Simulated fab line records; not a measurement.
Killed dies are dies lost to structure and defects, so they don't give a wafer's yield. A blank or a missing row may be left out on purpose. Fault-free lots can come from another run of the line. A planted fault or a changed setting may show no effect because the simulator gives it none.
Which tool was responsible? -- flow gf180mcu -- 6 lots with 18 wafers sampled at 2 steps, on a route of 602 steps

== WHAT THE GAUGES READ, wafer by wafer ==
GF_HV_LDD_CD_MEAS_19: target cd 400 nm.
lot,measured,on,cdNm (nm)
L830,day 11 16:56,cdSem-02,393.8 396.5 397.2
L833,day 12 06:07,cdSem-02,401.9 398.4 402.5
L835,day 13 00:13,cdSem-01,397.8 399.9 398.3
L840,day 14 19:28,cdSem-01,402.0 401.2 399.9
L844,day 16 02:16,cdSem-01,401.5 401.1 401.9
L848,day 17 02:31,cdSem-01,402.0 401.4 405.6

== WHAT TOOL EACH LOT RAN ON (gives the tool, then ch and the chambers of the sampled wafers, and finally the start) ==
lot,GF_HV_LDD_EXPOSE_16
L830,"ilineStepper-01 ch 0, day 11 07:23"
L833,"ilineStepper-02 ch 0, day 11 20:48"
L835,"ilineStepper-01 ch 0, day 12 14:45"
L840,"ilineStepper-01 ch 0, day 14 08:50"
L844,"ilineStepper-01 ch 0, day 15 15:36"
L848,"ilineStepper-02 ch 0, day 16 15:46"
- GF_HV_LDD_EXPOSE_16: exposes mask Pplus LV AREA, target cd 400 nm.

== THE ANSWER, worked out from the rows above alone ==
Rule: what is usual is taken from the lots themselves. Put in order of their means at a reading, lots are off if they are a third of the lots or fewer, leave a main group of 4 or more, and stand apart from it by a gap of 3 or more times the standard deviation of the main group's means; of several such gaps the widest counts. A main group is skipped when, at the precision printed for the reading in the tables above, its means are all equal. Also off: a lot with no number at a reading for which 4 or more lots have one. All remaining lots with rows at the step are treated as sound.
No lot is off at any reading shown: from this, nothing can be told.

== WHAT HAD BEEN PUT IN BY THE SIMULATOR ==
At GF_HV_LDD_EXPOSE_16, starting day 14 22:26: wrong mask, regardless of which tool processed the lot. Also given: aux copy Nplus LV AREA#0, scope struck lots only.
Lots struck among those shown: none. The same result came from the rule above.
